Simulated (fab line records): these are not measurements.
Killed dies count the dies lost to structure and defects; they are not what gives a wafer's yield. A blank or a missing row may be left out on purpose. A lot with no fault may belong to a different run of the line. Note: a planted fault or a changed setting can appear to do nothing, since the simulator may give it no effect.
fab line records    flow sky130
record lots=6  wafers=18  last_day=50
route steps=708 shown LOCAL_INTERCONNECT@402 CONTACT@406 PAD_OPEN@708
lots untouched by any fault: they come from a run of this same line in which no faults occurred
start_h: the number of hours between the record's first day and the start of the first shown wafer of the lot    wait_h: hours from the lot's prior step to this one    " the same as in the row above    L1.1+2: a single row standing in for several wafers    - either no value or no given start    * or withheld: withheld    < > ~ a bound
route shown NAME@n: names a module that has steps shown in the file, with the first one's number in the route    usual: mean/standard deviation of fault-free wafers    same: alike in all rows    chamber/n: place in a boat    sites: readings site by site    _std_site: standard deviation across them    _edge_site: outer sites' mean less inner sites'    radius_mm: for every site, how far away it sits from the centre of the wafer    mask NAME#n: copy n    behind: the most recent tool/chamber to have shaped the wafer    hold: what put the lot on hold/how long, in hours/how the hold closed    device: whichever transistor did not switch (one of n, p or np)    end of line: at the end of the route, the tests of the same wafers    where a step has no rows: the recipe by itself    killed: not the wafer's yield, but the dies lost to structure and defects at the first sort    map: dies across one wafer; x = killed, . = not, _ = none there
set.NAME: the run value of the setting; set.NAME@STEP: its run value at that earlier step    model.NAME: the simulator's own value behind a step, which no gauge read
a table for each step, a row for each wafer; lots at some steps of the route
services: a tool's chamber out of use, with start hour (start_h, from the record's first day; less than 0 if before it), hours out, and reason
## steps
# step SKY_LOCAL_INTERCONNECT_STRIP_15
# recipe chemistry=O2/N2  power_w=1400  pressure_mtorr=1500  platen_temp_c=withheld  o2_flow_sccm=3000  n2_flow_sccm=300  overash_fraction=0.5
# usual drypump_motor_current_A=5.93/0.28  oes_product_au=0.426/0.0044  strip_time_to_endpoint_s=4.710/0.027
lot.wafer  tool             chamber  start_h  wait_h  drypump_motor_current_A  oes_product_au  rf_hours_counter_h  strip_time_to_endpoint_s
L657.1     plasma_asher-04  0        724.83   0.0     6.24                     0.422           98                  4.664
L657.3     "                0        "        "       6.24                     0.437           -                   4.674
L657.4     "                1        "        "       5.91                     0.426           -                   4.692
L658.1     plasma_asher-02  0        734.94   0.0     5.51                     0.423           63                  4.689
L658.2     "                1        "        "       6.17                     0.427           63                  4.691
L658.5     "                0        "        "       5.49                     0.425           -                   4.701
L663.1     plasma_asher-02  1        780.69   0.0     6.16                     0.428           67                  4.684
L663.3     "                0        "        "       5.51                     0.426           -                   4.717
L663.5     "                1        "        "       6.16                     0.425           -                   4.681
L665.2     plasma_asher-03  0        791.79   0.0     5.56                     0.423           38                  4.725
L665.3     "                1        "        "       6.07                     0.428           -                   4.702
L665.6     "                0        "        "       5.58                     0.433           -                   4.705
L666.3     plasma_asher-04  0        802.76   0.1     6.26                     0.431           -                   4.765
L666.5     "                1        "        "       5.93                     0.431           -                   4.729
L666.6     "                0        "        "       6.26                     0.429           -                   4.798
L673.1     plasma_asher-02  0        864.86   0.0     5.51                     0.416           75                  4.679
L673.2     "                1        "        "       6.15                     0.423           75                  4.749
L673.3     "                1        "        "       6.16                     0.418           -                   4.670
# step SKY_LOCAL_INTERCONNECT_STRIP_16
# recipe chemistry=post_etch_residue_remover  time_s=1200  temp_c=72.5
# step SKY_LOCAL_INTERCONNECT_CLEAN_17
# recipe chemistry=IPA  time_s=180  temp_c=25
# step SKY_LOCAL_INTERCONNECT_CLEAN_18
# recipe chemistry=O3/DIW  dry=n2_spin
# step SKY_CONTACT_CVD_00
# recipe material=Si3N4  target_thk_nm=75  temp_c=400  time_s=withheld  rf_w=450
# usual heater_power_w=708/60
lot.wafer  tool      chamber  start_h  wait_h  heater_power_w
L657.1     pecvd-03  1        725.46   0.0     712
L657.3     "         2        "        "       662
L657.4     "         0        "        "       719
L658.1     pecvd-01  1        735.57   0.0     684
L658.2     "         0        "        "       644
L658.5     "         0        "        "       665
L663.1     pecvd-02  2        781.46   0.0     755
L663.3     "         0        "        "       794
L663.5     "         1        "        "       760
L665.2     pecvd-01  2        792.39   0.0     559
L665.3     "         0        "        "       696
L665.6     "         1        "        "       753
L666.3     pecvd-03  1        803.32   0.0     754
L666.5     "         0        "        "       699
L666.6     "         1        "        "       770
L673.1     pecvd-02  1        865.45   0.0     694
L673.2     "         2        "        "       735
L673.3     "         0        "        "       810
# step SKY_CONTACT_THK_MEAS_01
# recipe reads=Si3N4_of_CONTACT_CVD_00
# usual CONTACT_CVD_00_THK=74.8/0.98
lot.wafer  tool           chamber  start_h  wait_h  CONTACT_CVD_00_THK[nm]
L657.1     film_metro-01  -        725.50   -       74.3
L657.3     "              -        "        "       73.2
L657.4     "              -        "        "       74.6
L658.1     film_metro-03  -        735.60   -       75.4
L658.2     "              -        "        "       75.4
L658.5     "              -        "        "       75.4
L663.1     film_metro-03  -        781.49   -       74.4
L663.3     "              -        "        "       74.7
L663.5     "              -        "        "       75.2
L665.2     film_metro-01  -        792.43   -       74.3
L665.3     "              -        "        "       72.4
L665.6     "              -        "        "       74.5
L666.3     film_metro-01  -        803.38   -       73.4
L666.5     "              -        "        "       75.2
L666.6     "              -        "        "       75.5
L673.1     film_metro-03  -        865.49   -       73.6
L673.2     "              -        "        "       74.9
L673.3     "              -        "        "       74.1
# step SKY_CONTACT_HDPCVD_02
# recipe material=SiO2  target_thk_nm=565  sigma_open_frac=0.3  time_s=94.2  temp_c=600  sih4_flow_sccm=60  pressure_mtorr=6
# step SKY_CONTACT_THK_MEAS_03
# recipe reads=SiO2_of_CONTACT_HDPCVD_02
# usual CONTACT_HDPCVD_THK=567/5.9
lot.wafer  tool           chamber  start_h  wait_h  CONTACT_HDPCVD_THK[nm]
L657.1     film_metro-04  -        725.62   0.0     563
L657.3     "              -        "        "       556
L657.4     "              -        "        "       557
L658.1     film_metro-01  -        735.73   0.0     573
L658.2     "              -        "        "       580
L658.5     "              -        "        "       575
L663.1     film_metro-04  -        781.62   0.0     570
L663.3     "              -        "        "       559
L663.5     "              -        "        "       564
L665.2     film_metro-04  -        792.56   0.0     560
L665.3     "              -        "        "       569
L665.6     "              -        "        "       567
L666.3     film_metro-04  -        803.51   0.1     575
L666.5     "              -        "        "       577
L666.6     "              -        "        "       569
L673.1     film_metro-04  -        865.62   0.0     564
L673.2     "              -        "        "       570
L673.3     "              -        "        "       566
# step SKY_CONTACT_CMP_04
# recipe material=SiO2  down_force_psi=4  platen_rpm=60  pad_velocity_m_s=0.94248
# usual edge_zone_pressure_frac=1.001/0.0049  motor_current_A=12.2/0.87  time_to_endpoint_s=84/3.7
lot.wafer  tool    chamber  start_h  wait_h  edge_zone_pressure_frac  motor_current_A  time_to_endpoint_s
L657.1     cmp-01  0        725.68   0.1     1.003                    11.7             81
L657.4     "       1        "        "       0.999                    13.0             82
L657.3     "       2        "        "       1.004                    12.8             78
L658.1     cmp-01  2        735.89   0.1     0.996                    12.6             86
L658.2     "       3        "        "       1.007                    13.0             98
L658.5     "       0        "        "       1.002                    12.0             89
L663.1     cmp-02  2        781.68   0.1     1.004                    10.1             87
L663.3     "       0        "        "       0.992                    13.6             74
L663.5     "       3        "        "       0.997                    11.0             84
L665.3     cmp-02  0        792.61   0.0     0.993                    13.3             77
L665.2     "       1        "        "       0.997                    11.9             83
L665.6     "       1        "        "       0.999                    12.7             85
L666.3     cmp-02  0        803.70   0.2     1.000                    12.1             81
L666.6     "       1        "        "       1.000                    12.2             87
L666.5     "       2        "        "       0.998                    10.4             88
L673.2     cmp-01  3        865.89   0.3     0.997                    12.7             87
L673.1     "       0        "        "       1.006                    12.1             83
L673.3     "       1        "        "       0.999                    12.5             82
# step SKY_CONTACT_BOW_MEAS_05
# recipe mode=bow
# usual CONTACT_BOW=83/6.9
lot.wafer  tool           chamber  start_h  wait_h  CONTACT_BOW[um]
L657.1     film_metro-04  -        725.98   0.2     79
L657.3     "              -        "        "       88
L657.4     "              -        "        "       88
L658.1     film_metro-03  -        736.09   0.1     84
L658.2     "              -        "        "       89
L658.5     "              -        "        "       88
L663.1     film_metro-01  -        781.98   0.2     83
L663.3     "              -        "        "       68
L663.5     "              -        "        "       78
L665.2     film_metro-03  -        792.93   0.2     78
L665.3     "              -        "        "       84
L665.6     "              -        "        "       81
L666.3     film_metro-04  -        803.89   0.1     77
L666.5     "              -        "        "       83
L666.6     "              -        "        "       95
L673.1     film_metro-01  -        866.14   0.1     80
L673.2     "              -        "        "       94
L673.3     "              -        "        "       96
# step SKY_CONTACT_DEHYDRATE_06
# recipe temp_c=200  time_s=60
# step SKY_CONTACT_HMDS_07
# recipe prime_time_s=60  prime_temp_c=120
# step SKY_CONTACT_COAT_08
# recipe resist=BARC  temp_c=withheld  time_s=withheld  spin_rpm=3000  resist_thk_nm=60
# usual chill_plate_temp_C=*  spin_speed_rpm=2999.8/2
lot.wafer  tool            chamber  start_h  wait_h  chill_plate_temp_C  spin_speed_rpm
L657.1     litho_track-03  0        738.89   0.1     *                   2999.1
L657.3     "               0        "        "       *                   2998.4
L657.4     "               0        "        "       *                   2997.5
L658.1     litho_track-04  0        749.91   0.1     *                   3001.0
L658.2     "               0        "        "       *                   3000.7
L658.5     "               0        "        "       *                   3002.1
L663.1     litho_track-03  0        795.34   0.1     *                   2838.0
L663.3     "               0        "        "       *                   2844.7
L663.5     "               0        "        "       *                   2840.7
L665.2     litho_track-04  0        805.59   0.1     *                   2996.5
L665.3     "               0        "        "       *                   3001.1
L665.6     "               0        "        "       *                   2999.9
L666.3     litho_track-03  0        817.19   0.1     *                   2840.6
L666.5     "               0        "        "       *                   2843.9
L666.6     "               0        "        "       *                   2835.6
L673.1     litho_track-03  0        878.44   0.1     *                   2999.2
L673.2     "               0        "        "       *                   3002.8
L673.3     "               0        "        "       *                   3000.4
# step SKY_CONTACT_COAT_09
# recipe resist=KrF-thick  spin_rpm=3000  resist_thk_nm=450
# step SKY_CONTACT_SOFTBAKE_10
# recipe temp_c=100  time_s=90  resist=KrF-thick
# step SKY_CONTACT_EXPOSE_11
# recipe mask_id=CTM1  na=0.8  source_shape=annular  sigma_inner=0.55  sigma_outer=0.85  target_cd_nm=170  dose_mj=38
# step SKY_CONTACT_PEB_12
# recipe peb_temp_c=withheld  peb_time_s=withheld  resist=KrF-thick
# step SKY_CONTACT_DEVELOP_13
# recipe develop_time_s=60  resist=KrF-thick  dev_temp_c=21
# step SKY_CONTACT_CD_MEAS_14
# recipe target_cd_nm=170
# usual cd_nm=170.6/1.4
lot.wafer  tool       chamber  start_h  wait_h  cd_nm
L657.1     cd_sem-02  -        752.99   -       169.5
L657.3     "          -        "        "       168.7
L657.4     "          -        "        "       168.9
L658.1     cd_sem-01  -        764.12   -       168.2
L658.2     "          -        "        "       168.5
L658.5     "          -        "        "       169.6
L663.1     cd_sem-02  -        808.89   -       169.6
L663.3     "          -        "        "       169.6
L663.5     "          -        "        "       169.6
L665.2     cd_sem-02  -        819.49   -       170.3
L665.3     "          -        "        "       172.7
L665.6     "          -        "        "       172.0
L666.3     cd_sem-02  -        831.06   -       171.1
L666.5     "          -        "        "       172.0
L666.6     "          -        "        "       170.8
L673.1     cd_sem-02  -        891.82   -       170.1
L673.2     "          -        "        "       171.7
L673.3     "          -        "        "       171.3
# step SKY_CONTACT_OVL_MEAS_15
# usual CONTACT_OVL=1/4.8
lot.wafer  tool        chamber  start_h  wait_h  CONTACT_OVL[nm]
L657.1     overlay-01  -        753.11   0.1     5
L657.3     "           -        "        "       9
L657.4     "           -        "        "       -2
L658.1     overlay-01  -        764.24   0.1     2
L658.2     "           -        "        "       -4
L658.5     "           -        "        "       -7
L663.1     overlay-02  -        809.01   0.1     -2
L663.3     "           -        "        "       3
L663.5     "           -        "        "       -1
L665.2     overlay-01  -        819.60   0.1     4
L665.3     "           -        "        "       7
L665.6     "           -        "        "       11
L666.3     overlay-02  -        831.16   0.1     0
L666.5     "           -        "        "       6
L666.6     "           -        "        "       -1
L673.1     overlay-02  -        891.94   0.1     0
L673.2     "           -        "        "       4
L673.3     "           -        "        "       4
# step SKY_CONTACT_ETCH_16
# recipe chemistry=N2/H2  target=BARC  ion_energy_ev=200  source_w=500  bias_w=100  pressure_mtorr=30  n2_flow_sccm=100  h2_flow_sccm=200  stop_on=SiO2  time_s=45.9  target_depth_a=600
# usual bias_w=100.01/0.29  drypump_motor_current_A=5.8/0.55  oes_product_au=0.854/0.0048  throttle_valve_pct=13.225/0.0099
# same time_s=45.9
lot.wafer  tool         chamber  start_h  wait_h  bias_w  drypump_motor_current_A  oes_product_au  rf_hours_counter_h  throttle_valve_pct  model.etch.depth_nm
L657.1     rie_diel-04  1        753.15   0.0     100.01  5.6                      0.856           10                  13.242              60.26
L657.3     "            3        "        "       99.96   5.2                      0.854           16                  13.216              60.13
L657.4     "            3        "        "       100.17  5.2                      0.856           -                   13.227              60.37
L658.1     rie_diel-04  1        764.28   0.0     100.12  5.7                      0.852           10                  13.219              60.05
L658.2     "            3        "        "       99.62   5.2                      0.860           17                  13.241              59.77
L658.5     "            2        "        "       99.80   5.2                      0.852           -                   13.238              59.88
L663.1     rie_diel-01  2        809.05   0.0     100.41  5.2                      0.860           24                  13.235              61.66
L663.3     "            0        "        "       99.98   5.2                      0.877           24                  13.216              61.66
L663.5     "            3        "        "       100.11  5.2                      0.863           -                   13.228              61.75
L665.2     rie_diel-04  1        819.63   0.0     99.34   5.6                      0.848           11                  13.216              59.69
L665.3     "            3        "        "       100.02  5.2                      0.851           18                  13.219              59.68
L665.6     "            0        "        "       100.24  5.7                      0.850           -                   13.246              59.62
L666.3     rie_diel-04  2        831.18   0.0     99.87   5.2                      0.873           11                  13.234              61.61
L666.5     "            1        "        "       100.46  5.6                      0.868           -                   13.201              61.55
L666.6     "            2        "        "       99.97   5.2                      0.865           -                   13.215              61.65
L673.1     rie_diel-04  1        891.98   0.0     100.21  5.7                      0.860           13                  13.213              60.21
L673.2     "            2        "        "       99.96   5.2                      0.856           13                  13.235              60.2
L673.3     "            3        "        "       99.98   5.1                      0.850           20                  13.232              60.29
# step SKY_CONTACT_ETCH_17
# recipe target=SiO2  chemistry=C4F8/O2/Ar  stop_on=Si3N4  mask_material=KrF-thick  source_w=1500  bias_w=1200  pressure_mtorr=40  c4f8_flow_sccm=withheld  O2_flow_sccm=6  Ar_flow_sccm=300  time_s=withheld  target_depth_a=3400
# usual bias_w=1201/4.1  oes_product_au=0.893/0.0046
lot.wafer  tool         chamber  start_h  wait_h  bias_w  oes_product_au
L657.1     rie_diel-04  1        753.19   0.0     1196    0.887
L657.3     "            3        "        "       1204    0.886
L657.4     "            3        "        "       1200    0.888
L658.1     rie_diel-04  1        764.32   0.0     1196    0.898
L658.2     "            3        "        "       1201    0.896
L658.5     "            2        "        "       1197    0.892
L663.1     rie_diel-01  2        809.09   0.0     1190    0.889
L663.3     "            0        "        "       1196    0.885
L663.5     "            3        "        "       1194    0.884
L665.2     rie_diel-04  1        819.67   0.0     1194    0.890
L665.3     "            3        "        "       1196    0.890
L665.6     "            0        "        "       1205    0.890
L666.3     rie_diel-04  2        831.22   0.0     1198    0.884
L666.5     "            1        "        "       1204    0.895
L666.6     "            2        "        "       1201    0.895
L673.1     rie_diel-04  1        892.02   0.0     1207    0.891
L673.2     "            2        "        "       1201    0.895
L673.3     "            3        "        "       1190    0.895
# step SKY_PAD_OPEN_PROBE_99
# usual killed_at_M0_to_M3=43/6.7  killed_at_M4_up=3.0/1.9  killed_at_contacts=25/5.4  killed_at_front_end=16/4.5  killed_at_other=0.4/0.62  killed_dies=87/9.6  killed_on_rim=17/3.6  killed_open=47/7  killed_short=39/6.1
# same gross_dies=492  killed_at_back_side=0
lot.wafer  tool       chamber  start_h  wait_h  killed_at_M0_to_M3  killed_at_M4_up  killed_at_contacts  killed_at_front_end  killed_at_other  killed_dies  killed_on_rim  killed_open  killed_short
L657.1     prober-02  -        1088.51  0.1     47                  5                21                  16                   1                90           16             51           39
L657.3     prober-02  -        1088.61  0.2     43                  0                17                  15                   0                75           17             41           34
L657.4     prober-02  -        1088.66  0.2     45                  3                19                  19                   0                86           16             52           34
L663.1     prober-02  -        1131.41  0.1     42                  1                22                  8                    1                74           11             39           33
L663.3     prober-02  -        1131.51  0.2     39                  3                20                  16                   2                80           15             47           30
L663.5     prober-02  -        1131.61  0.2     30                  7                24                  11                   1                73           16             38           33
L673.1     prober-01  -        1189.61  0.1     44                  4                34                  15                   0                97           17             52           44
L673.2     prober-01  -        1189.66  0.1     42                  3                28                  7                    0                80           18             37           43
L673.3     prober-01  -        1189.71  0.2     38                  4                33                  16                   1                92           19             48           44
# killed by level:class
L657.1 VIA1:geometric_particle:open=10 VIA2:geometric_particle:open=9 CONTACT:geometric_particle:short=7 FIELD_ISO:geometric_particle:open=6 CONTACT:geometric_particle:open=6 FIELD_ISO:geometric_particle:short=5 METAL3:geometric_particle:short=5 VIA3:geometric_particle:open=4
L657.3 VIA2:geometric_particle:open=8 METAL1:geometric_particle:short=7 VIA3:geometric_particle:open=7 CONTACT:geometric_particle:open=7 VIA1:geometric_particle:open=6 FIELD_ISO:geometric_particle:short=4 POLY_GATE:geometric_particle:short=4 LOCAL_INTERCONNECT:geometric_particle:short=4
L657.4 VIA1:geometric_particle:open=11 VIA3:geometric_particle:open=8 LI_CONTACT:geometric_particle:open=7 VIA2:geometric_particle:open=7 POLY_GATE:geometric_particle:short=6 METAL1:geometric_particle:short=5 CONTACT:geometric_particle:open=5 FIELD_ISO:geometric_particle:open=4
L663.1 CONTACT:geometric_particle:open=8 VIA1:geometric_particle:short=7 VIA1:geometric_particle:open=7 VIA3:geometric_particle:open=7 LI_CONTACT:geometric_particle:open=6 LOCAL_INTERCONNECT:geometric_particle:short=5 VIA2:geometric_particle:open=5 METAL1:geometric_particle:short=4
L663.3 VIA1:geometric_particle:open=12 CONTACT:geometric_particle:open=8 VIA3:geometric_particle:open=8 VIA2:geometric_particle:open=6 FIELD_ISO:geometric_particle:open=4 LOCAL_INTERCONNECT:geometric_particle:short=4 VIA1:geometric_particle:short=4 FIELD_ISO:geometric_particle:short=3
L663.5 CONTACT:geometric_particle:short=9 VIA1:geometric_particle:open=8 CONTACT:geometric_particle:open=7 FIELD_ISO:geometric_particle:open=4 VIA1:geometric_particle:short=4 VIA2:geometric_particle:open=4 LI_CONTACT:geometric_particle:open=3 LOCAL_INTERCONNECT:geometric_particle:short=3
L673.1 CONTACT:geometric_particle:open=12 VIA1:geometric_particle:open=9 VIA3:geometric_particle:open=9 LI_CONTACT:geometric_particle:open=7 LOCAL_INTERCONNECT:geometric_particle:short=7 METAL1:geometric_particle:short=5 LI_CONTACT:geometric_particle:short=4 CONTACT:geometric_particle:short=4
L673.2 VIA1:geometric_particle:open=10 METAL2:geometric_particle:short=7 LI_CONTACT:geometric_particle:open=7 CONTACT:geometric_particle:short=6 METAL1:geometric_particle:short=6 VIA2:geometric_particle:open=6 LI_CONTACT:geometric_particle:short=5 LOCAL_INTERCONNECT:geometric_particle:short=5
L673.3 CONTACT:geometric_particle:open=12 VIA1:geometric_particle:open=10 CONTACT:geometric_particle:short=8 FIELD_ISO:geometric_particle:open=5 LI_CONTACT:geometric_particle:open=5 FIELD_ISO:geometric_particle:short=5 VIA2:geometric_particle:short=5 METAL2:geometric_particle:short=4
## services
tool             chamber  start_h  hours  kind
pecvd-03         1        703.40   5.8    repair
cmp-01           -        703.65   6.5    pm
cmp-02           -        718.11   6.6    pm
rie_diel-04      -        721.43   4.3    pm
pecvd-01         -        724.87   8.3    repair
cmp-02           -        724.92   0.4    repair
rie_diel-04      3        738.19   5.8    repair
rie_diel-04      0        740.58   3.4    repair
cmp-01           -        744.09   4.0    pm
cmp-01           -        756.82   1.8    repair
cmp-01           -        765.95   2.9    repair
cmp-02           -        771.56   2.4    repair
rie_diel-04      0        797.21   8.0    repair
rie_diel-04      -        801.62   14.6   pm
rie_diel-04      3        830.35   4.9    repair
cmp-01           -        834.45   0.3    repair
plasma_asher-02  -        837.41   15.6   pm
cmp-01           -        844.01   0.3    repair
cmp-02           -        853.19   1.0    repair
cmp-02           -        864.23   18.3   repair
cmp-02           -        865.24   13.8   repair
cmp-01           -        882.46   1.7    repair
cmp-01           -        883.39   2.1    repair
cmp-02           -        889.91   6.4    repair
## key
first_sign step=SKY_CONTACT_COAT_08  reading=spin_speed_rpm  direction=down  sigmas=78  usual=2999.8  struck=2840.6
effect step=SKY_CONTACT_ETCH_16  reading=oes_product_au  direction=up  sigmas=2.7  usual=0.854  struck=0.868
model_effect step=SKY_CONTACT_ETCH_16  value=etch.depth_nm  without=59.99  struck=61.65
met_at SKY_CONTACT_COAT_08
struck_wafers L663.1,L663.3,L663.5,L666.3,L666.5,L666.6
tester_left_out L663,L666
onset_between 738.89 795.34
fault kind=process_parameter_drift  tool=litho_track-03  chamber=-  onset_h=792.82  steps=SKY_CONTACT_COAT_08  channel=spin_rpm  offset=-159.13  shape=step  end_h=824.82  acts_in=these_recipes_only  stated=3000
# tester_left_out: of these lots the tester's yield and bins aren't shown, on N5 and GAA mostly nor the transistor test; their killed dies are dies lost to structure and defects alone, not to doping, threshold or leakage, so they don't give the yield
